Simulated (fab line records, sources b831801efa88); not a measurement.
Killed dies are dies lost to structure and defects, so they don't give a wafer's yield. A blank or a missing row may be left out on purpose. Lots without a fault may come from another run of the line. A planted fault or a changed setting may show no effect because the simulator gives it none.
One fault seen from 2 desks | flow sky130 | each desk has only its own numbers; what lay behind them comes last

THE METROLOGY DESK
What the gauges read, lot by lot, whatever tool the lot ran on: means of the sampled wafers that have a number. A lot is out of limits, marked OUT, if its mean lies more than 4 standard deviations from the usual mean; the brackets give that distance.
Columns: A = VIA1_HDPCVD_THK at SKY_VIA1_THK_MEAS_01, usual 1031 nm
lot  | first seen here | A
L531 | day 33 09:12    | 1028
L532 | day 33 11:31    | 1018
L530 | day 33 13:35    | 1038
L535 | day 34 12:32    | 1029
L533 | day 34 13:36    | 1013
L534 | day 34 15:27    | 1030
L537 | day 35 20:45    | 1028
L536 | day 35 21:24    | 1048
L539 | day 36 12:33    | 1029
L538 | day 36 15:34    | 1017
L540 | day 36 23:16    | 1018
L550 | day 39 05:56    | 1120 (+6.8) OUT
L553 | day 39 21:08    | 1048
This desk's finding: out of limits on L550; first on L550, day 39 05:56 (VIA1_HDPCVD_THK at SKY_VIA1_THK_MEAS_01). In limits: L531, L532, L530, L535, L533, L534, L537, L536, L539, L538, L540, L553.

THE TOOL OWNER'S DESK: hdpcvd-02
The tool's own readings at SKY_VIA1_HDPCVD_00 (deposits SiO2, target thk 1030 nm, time 171.7 s): means of the sampled wafers that have a number, for each lot that ran on this tool. A lot is out of limits, marked OUT, if its mean lies more than 4 standard deviations from the usual mean; the brackets give that distance.
Columns: A = run_length_s at SKY_VIA1_HDPCVD_00, usual 199.7 s; B = sih4_flow_sccm at SKY_VIA1_HDPCVD_00, usual 60.02 sccm; C = susceptor_temp_C at SKY_VIA1_HDPCVD_00, usual 399.97 C
lot  | first seen here | A               | B     | C
L530 | day 33 13:28    | 199.4           | 60.12 | 399.99
L535 | day 34 12:25    | 199.7           | 60.01 | 399.95
L534 | day 34 15:20    | 199.6           | 60.04 | 399.79
L537 | day 35 20:38    | 198.8           | 60.10 | 400.02
L540 | day 36 23:09    | 199.7           | 60.00 | 399.93
L550 | day 39 05:49    | 211.9 (+19) OUT | 60.18 | 399.79
This desk's finding: out of limits on L550; first on L550, day 39 05:49 (run_length_s at SKY_VIA1_HDPCVD_00). In limits: L530, L535, L534, L537, L540.

PUT TOGETHER
The tool owner's desk could have raised an alarm at day 39 05:49, on L550.
The metrology desk could have raised an alarm at day 39 05:56, on L550.
Of the lots named, all ran SKY_VIA1_HDPCVD_00 on hdpcvd-02.

WHAT THE SIMULATOR HAD PUT IN
Process parameter drift: hdpcvd-02, from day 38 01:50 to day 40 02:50, at SKY_VIA1_HDPCVD_00. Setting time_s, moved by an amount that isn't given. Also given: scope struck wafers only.
Lots struck among those shown: L550.
Hours from the fault's start to each desk's first reading out of limits: the tool owner's desk, 28; the metrology desk, 28.
